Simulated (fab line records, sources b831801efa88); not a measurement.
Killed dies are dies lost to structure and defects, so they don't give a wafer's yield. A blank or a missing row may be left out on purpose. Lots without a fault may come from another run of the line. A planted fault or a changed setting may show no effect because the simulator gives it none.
fab line records | flow sky130
record lots=14 wafers=42 last_day=50
route steps=708 shown FIELD_ISO@18 NWELL@67 VT_ADJUST_LVTN@102 POLY_GATE@205
lots that met no fault: from a run of the same line without faults
start_h: hours from the record's first day to the start of the lot's first wafer shown | wait_h: hours since the lot's step before | " the same as in the row above | L1.1+2: a row that stands for several wafers | - no value, or no start given | * or withheld: withheld | < > ~ a bound
route shown NAME@n: a module of which the file shows steps, and the number in the route of the first | usual: mean/standard deviation of fault-free wafers | same: alike in all rows | chamber/n: place in a boat | sites: the reading at each site | _std_site: their standard deviation | _edge_site: outer sites' mean less inner sites' | radius_mm: how far each site lies from the wafer's centre | mask NAME#n: copy n | behind: the tool/chamber that last shaped the wafer | hold: why the lot was held/for how many hours/how that ended | device: the transistor (n, p or np) that didn't switch | end of line: the same wafers' tests at the end of the route | a step without rows: its recipe alone | killed: dies lost to structure and defects at the first sort, not the wafer's yield | map: a wafer's dies, x killed, . not, _ none there
set.NAME: the setting as run; set.NAME@STEP: as run at that earlier step | model.NAME: the simulator's own value behind a step, which no gauge read
steps of the route over a sample of lots; a table a step, a row a wafer
services: from which hour (start_h, from the record's first day; less than 0 if before it) a tool's chamber was out of use, for how many hours, and why
## steps
# step SKY_FIELD_ISO_ETCH_17
# recipe target_depth_a=3420 mask_material=Si3N4 chemistry=HBr/Cl2/O2 target=Si taper_deg=5 icp_w=600 bias_w=150 pressure_mtorr=15 HBr_flow_sccm=150 Cl2_flow_sccm=40 O2_flow_sccm=6 time_s=97.7
# usual O2_flow_sccm=6.000/0.017 drypump_motor_current_A=5.49/0.24 oes_product_au=1.003/0.0083 throttle_valve_pct=25.655/0.01
# columns lot.wafer tool chamber start_h wait_h O2_flow_sccm drypump_motor_current_A oes_product_au rf_hours_counter_h throttle_valve_pct
L824.1 rie_si-02 3 40.79 0.1 5.983 5.41 0.984 35 25.664
L824.3 " 1 " " 6.004 5.36 1.012 3 25.647
L824.4 " 2 " " 6.009 5.49 1.002 2 25.652
L825.1 rie_si-01 3 44.24 0.1 5.986 5.17 1.024 98 25.644
L825.4 " 1 " " 5.998 5.42 1.000 30 25.637
L825.6 " 0 " " 6.002 5.70 1.007 - 25.672
L826.2 rie_si-01 1 50.83 0.1 6.009 5.47 1.004 30 25.657
L826.3 " 0 " " 5.984 5.67 1.006 105 25.644
L826.5 " 1 " " 6.023 5.46 1.002 - 25.645
L829.2 rie_si-01 2 67.55 0.1 5.993 6.27 1.016 0 25.648
L829.5 " 1 " " 6.014 5.45 1.011 - 25.656
L829.6 " 0 " " 6.015 5.65 1.003 - 25.651
L834.2 rie_si-02 3 92.68 0.1 6.004 5.40 1.005 35 25.675
L834.3 " 0 " " 5.978 5.45 0.991 43 25.665
L834.6 " 3 " " 5.982 5.41 1.007 - 25.640
L835.1 rie_si-02 0 98.49 0.1 6.016 5.42 0.991 43 25.664
L835.2 " 1 " " 6.004 5.38 1.016 3 25.654
L835.3 " 2 " " 6.005 5.46 1.000 3 25.664
L836.1 rie_si-02 0 103.63 0.1 6.005 5.44 0.991 43 25.671
L836.4 " 1 " " 6.028 5.33 1.005 3 25.647
L836.5 " 3 " " 5.998 5.42 1.000 - 25.660
L837.1 rie_si-01 0 106.93 0.1 6.004 5.65 1.010 106 25.657
L837.4 " 1 " " 5.997 5.43 1.008 31 25.657
L837.6 " 2 " " 6.002 6.23 1.009 - 25.661
L838.1 rie_si-02 1 111.50 0.1 6.025 5.39 1.009 3 25.654
L838.3 " 0 " " 5.983 5.43 0.993 43 25.664
L838.6 " 2 " " 6.002 5.45 1.000 - 25.644
L839.1 rie_si-02 2 117.80 0.1 6.007 5.46 1.000 3 25.642
L839.3 " 3 " " 6.029 5.47 0.996 36 25.658
L839.4 " 0 " " 6.008 5.42 0.995 43 25.657
L842.1 rie_si-02 1 133.43 0.1 5.991 5.35 1.005 3 25.655
L842.3 " 3 " " 5.976 5.42 1.003 36 25.630
L842.6 " 3 " " 5.985 5.43 1.005 - 25.650
L843.1 rie_si-02 1 139.55 0.1 6.035 5.36 0.997 3 25.660
L843.4 " 2 " " 5.994 5.46 0.999 3 25.675
L843.5 " 3 " " 6.006 5.40 0.994 - 25.674
L844.2 rie_si-01 2 146.43 0.1 5.994 6.24 1.007 1 25.645
L844.5 " 3 " " 5.981 5.16 1.002 - 25.668
L844.6 " 0 " " 6.031 5.66 0.999 - 25.666
L845.3 rie_si-02 1 147.98 0.0 5.977 5.31 1.008 3 25.650
L845.4 " 2 " " 6.003 5.46 1.013 3 25.653
L845.5 " 1 " " 5.975 5.33 1.008 - 25.659
# step SKY_NWELL_STRIP_14
# recipe chemistry=O2/N2 power_w=1400 pressure_mtorr=1500 platen_temp_c=withheld o2_flow_sccm=3000 n2_flow_sccm=300 overash_fraction=0.5
# usual drypump_motor_current_A=5.6/0.37 oes_product_au=0.722/0.0048 strip_time_to_endpoint_s=36.92/0.11
# columns lot.wafer tool chamber start_h wait_h drypump_motor_current_A oes_product_au rf_hours_counter_h strip_time_to_endpoint_s
L824.1 plasma_asher-03 0 100.48 0.1 5.4 0.722 42 36.93
L824.3 " 1 " " 5.6 0.715 - 36.97
L824.4 " 0 " " 5.4 0.726 - 36.93
L825.1 plasma_asher-01 0 102.85 0.1 6.1 0.715 41 36.87
L825.4 " 1 " " 5.9 0.721 - 36.95
L825.6 " 0 " " 6.1 0.714 - 36.97
L826.2 plasma_asher-03 1 110.16 0.1 5.6 0.722 43 37.01
L826.3 " 1 " " 5.6 0.728 - 37.11
L826.5 " 1 " " 5.6 0.720 - 37.03
L829.2 plasma_asher-01 0 125.95 0.1 6.1 0.719 1 36.70
L829.5 " 1 " " 5.9 0.723 - 36.71
L829.6 " 0 " " 6.1 0.723 - 36.71
L834.2 plasma_asher-04 1 157.73 0.1 5.0 0.721 35 36.87
L834.3 " 1 " " 5.0 0.722 - 36.92
L834.6 " 1 " " 4.9 0.724 - 36.98
L835.1 plasma_asher-01 0 161.78 0.1 6.0 0.723 4 36.95
L835.2 " 1 " " 5.9 0.730 4 36.92
L835.3 " 1 " " 5.9 0.721 - 36.93
L836.1 plasma_asher-04 0 171.53 0.1 5.4 0.723 36 36.71
L836.4 " 1 " " 4.9 0.722 - 36.81
L836.5 " 0 " " 5.4 0.722 - 36.84
L837.1 plasma_asher-04 1 177.15 0.1 5.0 0.728 37 36.88
L837.4 " 0 " " 5.5 0.724 - 36.82
L837.6 " 1 " " 5.0 0.729 - 36.89
L838.1 plasma_asher-04 0 181.48 0.1 5.5 0.719 37 36.97
L838.3 " 0 " " 5.5 0.721 - 37.04
L838.6 " 1 " " 4.9 0.718 - 37.06
L839.1 plasma_asher-01 1 188.85 0.1 5.8 0.722 7 36.83
L839.3 " 1 " " 5.9 0.724 - 36.79
L839.4 " 0 " " 6.1 0.720 - 36.91
L842.1 plasma_asher-01 0 200.43 0.1 6.1 0.720 8 36.85
L842.3 " 0 " " 6.1 0.726 - 36.97
L842.6 " 1 " " 5.8 0.719 - 36.81
L843.1 plasma_asher-01 1 207.96 0.1 5.9 0.718 8 37.02
L843.4 " 1 " " 5.9 0.717 - 36.96
L843.5 " 0 " " 6.1 0.718 - 36.88
L844.2 plasma_asher-01 0 218.45 0.1 6.0 0.720 9 36.94
L844.5 " 0 " " 6.1 0.724 - 36.97
L844.6 " 1 " " 5.8 0.719 - 37.01
L845.3 plasma_asher-04 0 220.11 0.1 5.4 0.723 - 36.94
L845.4 " 1 " " 4.9 0.721 - 36.87
L845.5 " 1 " " 4.9 0.719 - 36.88
# step SKY_VT_ADJUST_LVTN_PEB_05
# recipe temp_c=115 time_s=withheld
# usual chill_plate_temp_C=22.99/0.11 exhaust_pa=45.1/0.91
# columns lot.wafer tool chamber start_h wait_h chill_plate_temp_C exhaust_pa
L824.1 litho_track-03 0 157 - 22.90 45.0
L824.3 " 0 " " 22.84 44.4
L824.4 " 0 " " 22.87 45.8
L825.1 litho_track-01 - 159 - - -
L825.4 " - " " - -
L825.6 " - 160 - - -
L826.2 litho_track-03 - 169 - - -
L826.3 " - " " - -
L826.5 " - " " - -
L829.2 litho_track-02 0 185 - 22.98 44.8
L829.5 " 0 186 - 22.97 44.1
L829.6 " 0 " " 22.83 45.8
L834.2 litho_track-02 0 219 - 22.90 45.1
L834.3 " 0 " " 22.96 45.7
L834.6 " 0 " " 22.81 45.5
L835.1 litho_track-03 0 224 - 23.03 44.4
L835.2 " 0 " " 22.94 44.3
L835.3 " 0 " " 23.13 45.8
L836.1 litho_track-02 0 234 - 23.28 45.5
L836.4 " 0 " " 23.35 45.2
L836.5 " 0 " " 23.19 44.9
L837.1 litho_track-03 0 242 - 22.89 46.3
L837.4 " 0 " " 23.08 45.6
L837.6 " 0 " " 23.06 44.8
L838.1 litho_track-03 0 246 - 23.00 44.5
L838.3 " 0 247 - 23.03 45.9
L838.6 " 0 " " 22.98 44.3
L839.1 litho_track-02 0 255 - 23.02 45.8
L839.3 " 0 " " 22.96 46.3
L839.4 " 0 " " 23.07 46.6
L842.1 litho_track-01 0 269 - 22.96 44.9
L842.3 " 0 " " 22.92 46.0
L842.6 " 0 " " 22.96 45.8
L843.1 litho_track-01 0 279 - 23.04 43.3
L843.4 " 0 " " 23.05 43.9
L843.5 " 0 " " 23.05 43.7
L844.2 litho_track-01 0 288 - 22.88 45.7
L844.5 " 0 " " 22.87 45.9
L844.6 " 0 " " 22.83 43.3
L845.3 litho_track-02 0 292 - 23.03 44.6
L845.4 " 0 " " 22.91 46.3
L845.5 " 0 " " 23.06 45.9
# step SKY_POLY_GATE_THK_MEAS_01
# recipe reads=poly-Si_of_POLY_GATE_CVD_00
# usual POLY_GATE_CVD_00_THK=180.3/1.8
# columns lot.wafer tool chamber start_h wait_h POLY_GATE_CVD_00_THK[nm]
L824.1 film_metro-04 - 331.07 0.0 182.7
L824.3 " - " " 181.9
L824.4 " - " " 183.3
L825.1 film_metro-01 - 332.34 0.0 179.0
L825.4 " - " " 179.9
L825.6 " - " " 180.5
L826.2 film_metro-03 - 345.74 0.0 181.2
L826.3 " - " " 179.8
L826.5 " - " " 181.0
L829.2 film_metro-04 - 369.16 0.0 182.0
L829.5 " - " " 181.6
L829.6 " - " " 181.6
L834.2 film_metro-01 - 417.58 0.0 177.6
L834.3 " - " " 176.1
L834.6 " - " " 176.8
L835.1 film_metro-01 - 420.49 0.0 179.6
L835.2 " - " " 178.2
L835.3 " - " " 180.7
L836.1 film_metro-04 - 432.57 0.0 182.0
L836.4 " - " " 181.4
L836.5 " - " " 183.6
L837.1 film_metro-03 - 445.52 0.0 181.1
L837.4 " - " " 181.2
L837.6 " - " " 180.9
L838.1 film_metro-01 - 450.52 0.0 180.3
L838.3 " - " " 179.4
L838.6 " - " " 180.8
L839.1 film_metro-01 - 462.11 0.0 180.4
L839.3 " - " " 181.8
L839.4 " - " " 180.8
L842.1 film_metro-04 - 482.05 0.0 183.9
L842.3 " - " " 182.2
L842.6 " - " " 182.4
L843.1 film_metro-03 - 489.88 0.0 178.5
L843.4 " - " " 178.2
L843.5 " - " " 176.9
L844.2 film_metro-04 - 498.66 0.0 177.2
L844.5 " - " " 176.8
L844.6 " - " " 177.7
L845.3 film_metro-01 - 520.79 0.0 179.1
L845.4 " - " " 177.1
L845.5 " - " " 178.6
## services
# columns tool chamber start_h hours kind
rie_si-01 3 53.21 11.5 repair
plasma_asher-01 - 59.82 1.0 repair
rie_si-01 1 79.93 7.3 repair
plasma_asher-03 - 92.37 1.6 repair
plasma_asher-01 - 108.75 9.0 pm
plasma_asher-01 0 108.75 9.0 vent_cycle
plasma_asher-01 1 108.75 9.0 vent_cycle
plasma_asher-01 0 117.75 - clean
plasma_asher-01 1 117.75 - clean
rie_si-01 2 124.15 3.3 repair
rie_si-02 2 127.74 4.9 repair
plasma_asher-01 - 196.23 1.2 repair
plasma_asher-01 - 240.27 1.3 repair
rie_si-01 0 249.85 18.3 repair
rie_si-01 0 270.38 - clean
rie_si-01 0 270.38 21.1 scheduled_down
rie_si-01 0 270.38 21.1 vent_cycle
rie_si-02 - 276.01 0.8 repair
plasma_asher-04 - 277.38 2.3 repair
rie_si-01 - 291.86 1.3 repair
## key
first_sign step=SKY_VT_ADJUST_LVTN_PEB_05 reading=tool_record direction=missing
effect none on later readings
met_at SKY_VT_ADJUST_LVTN_PEB_05
struck_lots L825,L826
sort_left_out L825.1,L825.4,L825.6,L826.2,L826.3,L826.5
tester_left_out L825,L826
not_acting_at SKY_FIELD_ISO_ETCH_17,SKY_NWELL_STRIP_14,SKY_POLY_GATE_THK_MEAS_01
onset_between 157 159
fault kind=skipped_step_whole tool=litho_track-01,litho_track-03 chamber=- onset_h=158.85 steps=SKY_VT_ADJUST_LVTN_PEB_05 scope=struck_lots_only
# tester_left_out: of these lots the tester's yield and bins aren't shown, on N5 and GAA mostly nor the transistor test; their killed dies are dies lost to structure and defects alone, not to doping, threshold or leakage, so they don't give the yield
# sort_left_out: the simulated sort isn't trusted on such a fault, so these wafers' sort isn't shown, and their yield isn't known
